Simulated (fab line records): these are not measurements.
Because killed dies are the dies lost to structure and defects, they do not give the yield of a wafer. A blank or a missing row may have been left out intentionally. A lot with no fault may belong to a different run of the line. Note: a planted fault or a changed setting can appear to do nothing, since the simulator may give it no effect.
fab line records	flow gf180mcu
record: lots: 13	wafers: 39	last-day: 34
route steps=602 shown MVPSD@86 CONTACT@290 M1@315
lots that met no fault: from a run of the same line without faults
start-h: hours from the record's first day to the start of the lot's first wafer shown	wait-h: hours from the lot's prior step to this one	" as in the row above	L1.1+2: one row covering several wafers at once	- value missing, or start not given	* or withheld: withheld	< > ~ a bound
route shown NAME@n: a module of which the file shows steps, and the number in the route of the first	usual: mean/standard deviation taken from wafers without a fault	same: alike in all rows	chamber/n: place in a boat	sites: per-site readings	_std_site: the standard deviation of these	_edge_site: inner sites' mean taken away from outer sites' mean	radius-mm: how far each site lies from the wafer's centre	mask NAME#n: copy n	behind: the last tool/chamber to shape the wafer	hold: cause of the lot's hold/its duration in hours/its outcome	device: which transistor (n, p or np) failed to switch	end of line: tests of these same wafers at the route's end	for a step that has no rows: nothing shown but its recipe	killed: not the wafer's yield, but the dies lost to structure and defects at the first sort	map: per-die view of a wafer (x killed, . not killed, _ where there is no die)
set.NAME: the setting as run; set.NAME@STEP: as run at that earlier step	model.NAME: the simulator's own value behind a step, which no gauge read
the route's steps for a sample of lots (tables are steps, rows are wafers)
services: a tool's chamber out of use, with start hour (start-h, from the record's first day; less than 0 if before it), hours out, and reason
== steps ==
step: GF_MVPSD_IMPLANT_08
recipe: species: B	energy-kev: 170	dose-cm2: 1.5e+13	tilt-deg: 0
usual: dose-ions-cm2: 1.5e+13/1.5e+10	faraday-current-uA: 84.2/1.6	tilt-deg: 0.000/0.019
same: implant-ion-amu: 11
lot.wafer	tool	chamber	start-h	wait-h	dose-ions-cm2	faraday-current-uA	tilt-deg
L319.1	implanter-01	0	96.33	0.0	1.4978e+13	83.7	0.006
L319.4	"	0	"	"	1.4986e+13	84.9	0.000
L319.6	"	0	"	"	1.5028e+13	84.5	0.008
L320.1	implanter-02	0	102.73	0.0	1.4977e+13	82.9	-0.002
L320.2	"	0	"	"	1.4985e+13	82.1	0.009
L320.4	"	0	"	"	1.4981e+13	84.1	-0.011
L321.1	implanter-04	0	106.59	0.0	1.5011e+13	83.5	-0.003
L321.2	"	0	"	"	1.4983e+13	86.0	0.029
L321.4	"	0	"	"	1.5018e+13	83.5	0.029
L322.4	implanter-04	0	116.60	0.1	1.4972e+13	86.4	-0.013
L322.5	"	0	"	"	1.5002e+13	84.4	0.039
L322.6	"	0	"	"	1.4974e+13	84.3	-0.025
L324.1	implanter-01	0	127.98	0.0	1.5013e+13	84.6	0.011
L324.2	"	0	"	"	1.5015e+13	82.7	0.007
L324.3	"	0	"	"	1.5006e+13	83.6	0.003
L327.2	implanter-02	0	143.26	0.0	1.5001e+13	80.9	-0.012
L327.4	"	0	"	"	1.4988e+13	85.8	-0.005
L327.6	"	0	"	"	1.4999e+13	83.0	-0.003
L328.1	implanter-04	0	148.07	0.0	1.5031e+13	81.8	-0.017
L328.2	"	0	"	"	1.501e+13	85.3	-0.035
L328.3	"	0	"	"	1.5006e+13	81.9	-0.021
L329.1	implanter-01	0	157.19	0.0	1.5015e+13	85.1	0.010
L329.5	"	0	"	"	1.502e+13	83.6	0.009
L329.6	"	0	"	"	1.4979e+13	81.0	0.033
L334.1	implanter-02	0	184.48	0.0	1.682e+13	93.7	0.004
L334.3	"	0	"	"	1.6804e+13	93.2	0.018
L334.5	"	0	"	"	1.6785e+13	97.9	-0.009
L336.4	implanter-02	0	198.15	0.1	1.6808e+13	95.8	-0.022
L336.5	"	0	"	"	1.6796e+13	94.9	-0.019
L336.6	"	0	"	"	1.6805e+13	94.6	-0.013
L339.1	implanter-04	0	214.43	0.0	1.4998e+13	87.1	0.007
L339.5	"	0	"	"	1.4993e+13	85.9	0.000
L339.6	"	0	"	"	1.4994e+13	84.3	0.018
L340.4	implanter-01	0	222.95	0.1	1.5036e+13	83.3	-0.032
L340.5	"	0	"	"	1.5001e+13	89.3	-0.002
L340.6	"	0	"	"	1.5006e+13	83.0	-0.032
L342.2	implanter-04	0	233.40	0.0	1.4998e+13	82.5	-0.009
L342.3	"	0	"	"	1.5022e+13	83.7	-0.009
L342.5	"	0	"	"	1.499e+13	87.4	-0.012
step: GF_MVPSD_TW_MEAS_11
usual: MVPSD_TW: 551/3.9
lot.wafer	tool	chamber	start-h	wait-h	hold	MVPSD_TW
L319.1	film-metro-03	-	96.73	0.1	-	551
L319.4	"	-	"	"	-	552
L319.6	"	-	"	"	-	551
L320.1	film-metro-01	-	103.13	0.1	-	555
L320.2	"	-	"	"	-	555
L320.4	"	-	"	"	-	555
L321.1	film-metro-02	-	106.99	0.1	-	549
L321.2	"	-	"	"	-	551
L321.4	"	-	"	"	-	549
L322.4	film-metro-03	-	116.96	0.1	-	551
L322.5	"	-	"	"	-	546
L322.6	"	-	"	"	-	549
L324.1	film-metro-02	-	128.38	0.1	-	547
L324.2	"	-	"	"	-	547
L324.3	"	-	"	"	-	547
L327.2	film-metro-01	-	143.65	0.1	-	555
L327.4	"	-	"	"	-	556
L327.6	"	-	"	"	-	553
L328.1	film-metro-02	-	148.47	0.1	-	547
L328.2	"	-	"	"	-	543
L328.3	"	-	"	"	-	548
L329.1	film-metro-02	-	157.59	0.1	-	546
L329.5	"	-	"	"	-	545
L329.6	"	-	"	"	-	550
L334.1	film-metro-02	-	184.88	0.1	-	560
L334.3	"	-	"	"	-	559
L334.5	"	-	"	"	-	561
L336.4	film-metro-01	-	198.50	0.1	await-dispo/0.2h/release	570
L336.5	"	-	"	"	await-dispo/0.2h/release	572
L336.6	"	-	"	"	await-dispo/0.2h/release	575
L336.4	film-metro-01	-	198.73	0.2	-	568
L336.5	"	-	"	"	-	572
L336.6	"	-	"	"	-	567
L339.1	film-metro-03	-	214.83	0.1	-	549
L339.5	"	-	"	"	-	549
L339.6	"	-	"	"	-	549
L340.4	film-metro-01	-	223.30	0.1	-	555
L340.5	"	-	"	"	-	557
L340.6	"	-	"	"	-	558
L342.2	film-metro-01	-	233.78	0.1	-	556
L342.3	"	-	"	"	-	554
L342.5	"	-	"	"	-	554
step: GF_VT_IMPLANT_RS_MEAS_49
recipe: thk-meas-gauge: four-point-probe
usual: MVPSD_RS: 1169/3.1
lot.wafer	tool	chamber	start-h	wait-h	hold	MVPSD_RS[ohm/sq]
L319.1	film-metro-01	-	157.06	0.1	-	1172
L319.4	"	-	"	"	-	1168
L319.6	"	-	"	"	-	1171
L320.1	film-metro-01	-	164.21	0.1	-	1174
L320.2	"	-	"	"	-	1173
L320.4	"	-	"	"	-	1173
L321.1	film-metro-02	-	168.15	0.1	-	1170
L321.2	"	-	"	"	-	1167
L321.4	"	-	"	"	-	1174
L322.4	film-metro-01	-	180.91	0.1	-	1167
L322.5	"	-	"	"	-	1161
L322.6	"	-	"	"	-	1166
L324.1	film-metro-01	-	193.15	0.1	-	1167
L324.2	"	-	"	"	-	1163
L324.3	"	-	"	"	-	1164
L327.2	film-metro-02	-	209.37	0.1	-	1172
L327.4	"	-	"	"	-	1170
L327.6	"	-	"	"	-	1172
L328.1	film-metro-02	-	214.91	0.1	-	1172
L328.2	"	-	"	"	-	1172
L328.3	"	-	"	"	-	1172
L329.1	film-metro-01	-	224.47	0.1	-	1171
L329.5	"	-	"	"	-	1167
L329.6	"	-	"	"	-	1168
L334.1	film-metro-03	-	253.00	0.1	await-dispo/0.2h/release	1102
L334.3	"	-	"	"	await-dispo/0.2h/release	1102
L334.5	"	-	"	"	await-dispo/0.2h/release	1102
L334.1	film-metro-03	-	253.38	0.4	-	1103
L334.3	"	-	"	"	-	1105
L334.5	"	-	"	"	-	1101
L336.4	film-metro-02	-	268.37	0.1	await-dispo/0.2h/release	1105
L336.5	"	-	"	"	await-dispo/0.2h/release	1104
L336.6	"	-	"	"	await-dispo/0.2h/release	1101
L336.4	film-metro-02	-	268.65	0.3	-	1102
L336.5	"	-	"	"	-	1105
L336.6	"	-	"	"	-	1103
L339.1	film-metro-03	-	283.02	0.1	-	1170
L339.5	"	-	"	"	-	1169
L339.6	"	-	"	"	-	1167
L340.4	film-metro-01	-	293.38	0.1	-	1166
L340.5	"	-	"	"	-	1164
L340.6	"	-	"	"	-	1164
L342.2	film-metro-02	-	307.38	0.1	-	1168
L342.3	"	-	"	"	-	1168
L342.5	"	-	"	"	-	1168
step: GF_CONTACT_THK_MEAS_03
recipe: reads: SiO2_of_CONTACT_CVD_02
usual: CONTACT_CVD_02_THK: 862/12
lot.wafer	tool	chamber	start-h	wait-h	CONTACT_CVD_02_THK[nm]
L319.1	film-metro-01	-	338.72	0.0	840
L319.4	"	-	"	"	859
L319.6	"	-	"	"	874
L320.1	film-metro-02	-	348.07	0.0	873
L320.2	"	-	"	"	858
L320.4	"	-	"	"	881
L321.1	film-metro-03	-	348.65	0.0	859
L321.2	"	-	"	"	874
L321.4	"	-	"	"	876
L322.4	film-metro-03	-	365.57	0.0	868
L322.5	"	-	"	"	867
L322.6	"	-	"	"	874
L324.1	film-metro-01	-	394.01	0.0	870
L324.2	"	-	"	"	859
L324.3	"	-	"	"	849
L328.1	film-metro-03	-	426.49	0.0	832
L328.2	"	-	"	"	854
L328.3	"	-	"	"	864
L327.2	film-metro-03	-	427.10	0.0	846
L327.4	"	-	"	"	858
L327.6	"	-	"	"	854
L329.1	film-metro-01	-	446.25	0.0	854
L329.5	"	-	"	"	872
L329.6	"	-	"	"	866
L336.4	film-metro-01	-	477.52	0.0	862
L336.5	"	-	"	"	869
L336.6	"	-	"	"	863
L339.1	film-metro-01	-	500.48	0.0	856
L339.5	"	-	"	"	872
L339.6	"	-	"	"	880
L340.4	film-metro-03	-	510.58	0.0	871
L340.5	"	-	"	"	876
L340.6	"	-	"	"	876
L342.2	film-metro-01	-	527.03	0.0	847
L342.3	"	-	"	"	859
L342.5	"	-	"	"	864
step: GF_M1_SPUTTER_00
recipe: material: Ti	target-thk-nm: 37.5	arriving-ion-energy-ev: 80	substrate-temp-c: 200	chamber-pressure-pa: 2	power-w: 4000	time-s: 150
usual: throttle-valve-pct: 29.6/1.1
lot.wafer	tool	chamber	start-h	wait-h	throttle-valve-pct
L319.1	pvd-sputter-02	-	361.74	0.1	30.8
L319.4	"	-	"	"	27.4
L319.6	"	-	"	"	27.5
L320.1	pvd-sputter-04	-	371.84	0.1	29.7
L320.2	"	-	"	"	29.2
L320.4	"	-	"	"	29.3
L321.1	pvd-sputter-02	-	372.58	0.1	27.5
L321.2	"	-	"	"	28.6
L321.4	"	-	"	"	30.1
L322.4	pvd-sputter-04	-	389.55	0.2	29.9
L322.5	"	-	"	"	29.0
L322.6	"	-	"	"	29.8
L324.1	pvd-sputter-01	-	419.30	0.1	31.8
L324.2	"	-	"	"	31.3
L324.3	"	-	"	"	29.5
L328.1	pvd-sputter-02	-	452.08	0.1	28.6
L328.2	"	-	"	"	27.8
L328.3	"	-	"	"	29.7
L327.2	pvd-sputter-04	-	452.84	0.1	29.9
L327.4	"	-	"	"	29.5
L327.6	"	-	"	"	30.0
L329.1	pvd-sputter-01	-	472.40	0.1	32.2
L329.5	"	-	"	"	31.0
L329.6	"	-	"	"	29.5
L336.4	pvd-sputter-04	-	502.45	0.2	29.5
L336.5	"	-	"	"	28.9
L336.6	"	-	"	"	29.7
L339.1	pvd-sputter-02	-	525.09	0.1	27.2
L339.5	"	-	"	"	27.3
L339.6	"	-	"	"	30.5
L340.4	pvd-sputter-04	-	534.79	0.2	29.6
L340.5	"	-	"	"	29.8
L340.6	"	-	"	"	29.3
L342.2	pvd-sputter-01	-	551.43	0.2	31.7
L342.3	"	-	"	"	29.7
L342.5	"	-	"	"	30.8
step: GF_M1_SPUTTER_04
recipe: material: TiN	target-thk-nm: 50	power-w: 6500	time-s: 41.7	chamber-pressure-pa: 0.4
usual: throttle-valve-pct: 29.6/1.2
lot.wafer	tool	chamber	start-h	wait-h	throttle-valve-pct
L319.1	pvd-sputter-02	-	361.92	0.0	30.7
L319.4	"	-	"	"	27.3
L319.6	"	-	"	"	27.5
L320.1	pvd-sputter-04	-	372.02	0.0	29.7
L320.2	"	-	"	"	29.1
L320.4	"	-	"	"	29.5
L321.1	pvd-sputter-02	-	372.76	0.0	27.4
L321.2	"	-	"	"	28.4
L321.4	"	-	"	"	29.6
L322.4	pvd-sputter-04	-	389.73	0.0	29.6
L322.5	"	-	"	"	29.1
L322.6	"	-	"	"	30.0
L324.1	pvd-sputter-01	-	419.48	0.0	31.7
L324.2	"	-	"	"	31.2
L324.3	"	-	"	"	29.6
L328.1	pvd-sputter-02	-	452.26	0.0	28.5
L328.2	"	-	"	"	27.5
L328.3	"	-	"	"	30.0
L327.2	pvd-sputter-04	-	453.02	0.0	29.7
L327.4	"	-	"	"	29.3
L327.6	"	-	"	"	29.9
L329.1	pvd-sputter-01	-	472.58	0.0	32.0
L329.5	"	-	"	"	30.8
L329.6	"	-	"	"	29.5
L336.4	pvd-sputter-04	-	502.63	0.0	29.2
L336.5	"	-	"	"	29.0
L336.6	"	-	"	"	29.8
L339.1	pvd-sputter-02	-	525.27	0.0	27.5
L339.5	"	-	"	"	27.6
L339.6	"	-	"	"	30.7
L340.4	pvd-sputter-04	-	534.97	0.0	29.9
L340.5	"	-	"	"	29.7
L340.6	"	-	"	"	29.4
L342.2	pvd-sputter-01	-	551.61	0.0	32.4
L342.3	"	-	"	"	29.5
L342.5	"	-	"	"	30.6
== services ==
tool	chamber	start-h	hours	kind
pvd-sputter-01	-	86.60	2.2	repair
implanter-01	-	105.19	1.4	repair
pvd-sputter-02	-	128.68	4.5	repair
implanter-04	-	138.18	2.0	repair
pvd-sputter-02	-	154.35	1.4	repair
implanter-01	-	172.35	3.1	repair
pvd-sputter-01	-	173.27	5.4	repair
implanter-01	-	175.45	3.1	repair
implanter-04	-	239.04	1.6	repair
implanter-01	-	248.84	2.0	repair
implanter-02	-	276.49	5.4	pm
implanter-04	-	341.18	2.9	pm
implanter-04	-	362.96	3.5	repair
pvd-sputter-01	-	397.21	1.4	repair
implanter-01	-	404.53	2.8	repair
pvd-sputter-01	-	407.18	3.0	repair
implanter-02	-	407.80	2.3	repair
pvd-sputter-01	-	414.30	1.8	repair
implanter-01	-	419.73	1.5	repair
implanter-02	-	422.91	3.8	repair
implanter-01	-	437.45	3.5	repair
implanter-04	-	452.54	10.3	pm
implanter-02	-	481.78	2.8	repair
pvd-sputter-04	-	522.68	4.2	repair
== key ==
first-sign: step: GF_MVPSD_IMPLANT_08	reading: dose-ions-cm2	direction: up	sigmas: 99+	usual: 1.5e+13	struck: 1.6803e+13
effect: step: GF_MVPSD_IMPLANT_08	reading: faraday-current-uA	direction: up	sigmas: 6.6	usual: 84.2	struck: 95.0
effect: step: GF_MVPSD_TW_MEAS_11	reading: visit	direction: added
effect: step: GF_VT_IMPLANT_RS_MEAS_49	reading: MVPSD_RS	direction: down	sigmas: 21	usual: 1169	struck: 1103
met-at GF_MVPSD_IMPLANT_08
struck-lots L334,L336
rows-end L334.1,L334.3,L334.5
tester-left-out L336
not-acting-at GF_CONTACT_THK_MEAS_03,GF_M1_SPUTTER_00,GF_M1_SPUTTER_04
onset-between 143.26 184.48
fault: kind: process-parameter-drift	tool: implanter-02	chamber: -	onset-h: 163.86	steps: GF_MVPSD_IMPLANT_08	channel: dose-cm2	offset: 1.8018e+12	shape: step	end-h: 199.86	acts-in: these-recipes-only	stated: 1.5e+13
tester-left-out: of these lots the tester's yield and bins aren't shown, on N5 and GAA mostly nor the transistor test; their killed dies are dies lost to structure and defects alone, not to doping, threshold or leakage, so they don't give the yield
rows-end: these wafers met a further fault down the route, and their rows from its step on are left out
